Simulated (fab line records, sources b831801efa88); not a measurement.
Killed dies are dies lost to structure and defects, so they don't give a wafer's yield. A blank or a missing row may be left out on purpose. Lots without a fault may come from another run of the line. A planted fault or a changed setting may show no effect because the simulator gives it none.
Which tool did it? | flow gf180mcu | 12 lots, 35 wafers sampled, at 5 steps of a route of 602

WHAT THE GAUGES READ, wafer by wafer
GF_V5_THK_MEAS_25: measures by xrf. Usual: V5_W_THK 358 nm, standard deviation 8.8.
lot  | measured     | on            | V5_W_THK (nm) | flag
L331 | day 27 17:28 | film_metro-01 | 370 367 365   |
L332 | day 28 10:32 | film_metro-02 | 352 352 354   |
L333 | day 28 11:34 | film_metro-01 | 365 369 367   |
L334 | day 28 19:07 | film_metro-02 | 354 353 366   |
L335 | day 29 07:25 | film_metro-03 | 343 348 349   |
L338 | day 30 07:26 | film_metro-01 | 370 367 376   |
L340 | day 30 14:47 | film_metro-03 | 343 349 349   |
L343 | day 31 11:13 | film_metro-03 | 356 351 358   |
L344 | day 31 15:22 | film_metro-02 | 365 361       |
L347 | day 32 07:05 | film_metro-02 | 354 351 354   |
L349 | day 32 17:04 | film_metro-01 | 367 369 365   |
L351 | day 33 04:51 | film_metro-01 | 368 365 363   |

GF_TOP_METAL_RS_MEAS_05: measures by four-point-probe. Usual: TOP_METAL_ALCU_RS 0.0329 ohm/sq, standard deviation 0.00031.
lot  | measured     | on            | TOP_METAL_ALCU_RS (ohm/sq) | flag
L331 | day 27 18:04 | film_metro-01 | 0.0328 0.0328 0.0327       |
L332 | day 28 11:08 | film_metro-04 | 0.0327 0.0330 0.0330       |
L333 | day 28 12:08 | film_metro-03 | 0.0328 0.0331 0.0330       |
L334 | day 28 19:42 | film_metro-03 | 0.0328 0.0329 0.0335       |
L335 | day 29 08:04 | film_metro-03 | 0.0324 0.0331 0.0330       |
L338 | day 30 08:01 | film_metro-03 | 0.0322 0.0327 0.0326       |
L340 | day 30 15:23 | film_metro-04 | 0.0326 0.0325 0.0323       |
L343 | day 31 11:48 | film_metro-01 | 0.0331 0.0332 0.0335       |
L344 | day 31 15:59 | film_metro-04 | 0.0330 0.0330              |
L347 | day 32 07:40 | film_metro-01 | 0.0327 0.0330 0.0329       |
L349 | day 32 17:39 | film_metro-03 | 0.0331 0.0334 0.0330       |
L351 | day 33 05:26 | film_metro-03 | 0.0324 0.0330 0.0333       |

GF_PASSIVATION_THK_MEAS_03. Usual: PASSIVATION_CVD_02_THK 702 nm, standard deviation 8.4.
lot  | measured     | on            | PASSIVATION_CVD_02_THK (nm) | flag
L331 | day 28 14:41 | film_metro-04 | 701 702 705                 |
L332 | day 29 07:52 | film_metro-04 | 704 703 702                 |
L333 | day 29 08:30 | film_metro-01 | 703 698 708                 |
L334 | day 29 16:18 | film_metro-04 | 696 712 704                 |
L335 | day 30 03:46 | film_metro-01 | 693 700 705                 |
L338 | day 31 03:26 | film_metro-01 | 694 708 708                 |
L340 | day 31 10:14 | film_metro-01 | 696 700 706                 |
L343 | day 32 06:39 | film_metro-04 | 697 716 702                 |
L344 | day 32 10:21 | film_metro-04 | 890 895                     | OFF
L347 | day 33 00:48 | film_metro-04 | 878 881 881                 | OFF
L349 | day 33 10:03 | film_metro-02 | 696 713 710                 |
L351 | day 33 21:55 | film_metro-01 | 686 708 698                 |

WHICH TOOL RAN EACH LOT (tool, then ch and the chambers of the sampled wafers, then the start)
lot  | GF_TOP_METAL_SPUTTER_01      | GF_PASSIVATION_CVD_02
L331 | pvd_sputter-02, day 27 17:54 | pecvd-04 ch 1,2, day 28 14:23
L332 | pvd_sputter-01, day 28 10:59 | pecvd-01 ch 1,2, day 29 07:35
L333 | pvd_sputter-03, day 28 12:01 | pecvd-03 ch 0,1,2, day 29 08:13
L334 | pvd_sputter-02, day 28 19:35 | pecvd-01 ch 0,1, day 29 16:01
L335 | pvd_sputter-01, day 29 07:56 | pecvd-01 ch 0,1,2, day 30 03:29
L338 | pvd_sputter-02, day 30 07:53 | pecvd-01 ch 0,1,2, day 31 03:08
L340 | pvd_sputter-02, day 30 15:14 | pecvd-03 ch 0,1,2, day 31 09:56
L343 | pvd_sputter-03, day 31 11:40 | pecvd-03 ch 0,2, day 32 06:21
L344 | pvd_sputter-02, day 31 15:48 | pecvd-01 ch 0,1, day 32 10:11
L347 | pvd_sputter-01, day 32 07:33 | pecvd-01 ch 0,1, day 33 00:31
L349 | pvd_sputter-03, day 32 17:31 | pecvd-03 ch 0,1,2, day 33 09:46
L351 | pvd_sputter-03, day 33 05:19 | pecvd-04 ch 0,1, day 33 21:29
- GF_TOP_METAL_SPUTTER_01: material TiN, target thk 30 nm, time 25 s.
- GF_PASSIVATION_CVD_02: deposits Si3N4, target thk 700 nm, time 486.18 s.

WHAT THE TOOLS THEMSELVES READ (means of the sampled wafers that have a number; where no wafer has one, the mark that the record gives instead)
GF_TOP_METAL_SPUTTER_01. Usual: throttle_valve_pct 30.0 %, standard deviation 0.92.
lot  | tool           | throttle_valve_pct (%) | flag
L331 | pvd_sputter-02 | 29.5                   |
L332 | pvd_sputter-01 | 30.4                   |
L333 | pvd_sputter-03 | 29.1                   |
L334 | pvd_sputter-02 | 29.9                   |
L335 | pvd_sputter-01 | 30.2                   |
L338 | pvd_sputter-02 | 30.6                   |
L340 | pvd_sputter-02 | 31.4                   |
L343 | pvd_sputter-03 | 29.8                   |
L344 | pvd_sputter-02 | 31.5                   |
L347 | pvd_sputter-01 | 30.6                   |
L349 | pvd_sputter-03 | 29.6                   |
L351 | pvd_sputter-03 | 29.6                   |

GF_PASSIVATION_CVD_02. Usual: heater_power_w 734 W, standard deviation 95.
lot  | tool     | heater_power_w (W) | flag
L331 | pecvd-04 | 709                |
L332 | pecvd-01 | 667                |
L333 | pecvd-03 | 723                |
L334 | pecvd-01 | 777                |
L335 | pecvd-01 | 791                |
L338 | pecvd-01 | 764                |
L340 | pecvd-03 | 672                |
L343 | pecvd-03 | 665                |
L344 | pecvd-01 | 758                |
L347 | pecvd-01 | 702                |
L349 | pecvd-03 | 706                |
L351 | pecvd-04 | 722                |

THE ANSWER, worked out from the rows above alone
Rule: a lot is off if the mean of its wafers that have a number lies more than 3 standard deviations from the usual mean. A lot without any number at a reading at which 4 lots or more have one is off too. The other lots that the step has rows for count as sound. The gauges are gone through in route order, then the tools' own readings, and for those a lot's mean is taken as printed above. The first step at which some lot is off is used, and at that step the reading that is off furthest; a lot without a number counts as furthest.
Off: L344, L347, at GF_PASSIVATION_THK_MEAS_03 (PASSIVATION_CVD_02_THK).
A tool fits if, at a process step before that reading, it ran every lot that is off, and no sound lot after the first of them. The gauges at GF_PASSIVATION_THK_MEAS_03 are tried like those tools. Can't be told from this: 2 tools fit, pecvd-01 at GF_PASSIVATION_CVD_02, film_metro-04 at GF_PASSIVATION_THK_MEAS_03.

WHAT THE SIMULATOR HAD PUT IN
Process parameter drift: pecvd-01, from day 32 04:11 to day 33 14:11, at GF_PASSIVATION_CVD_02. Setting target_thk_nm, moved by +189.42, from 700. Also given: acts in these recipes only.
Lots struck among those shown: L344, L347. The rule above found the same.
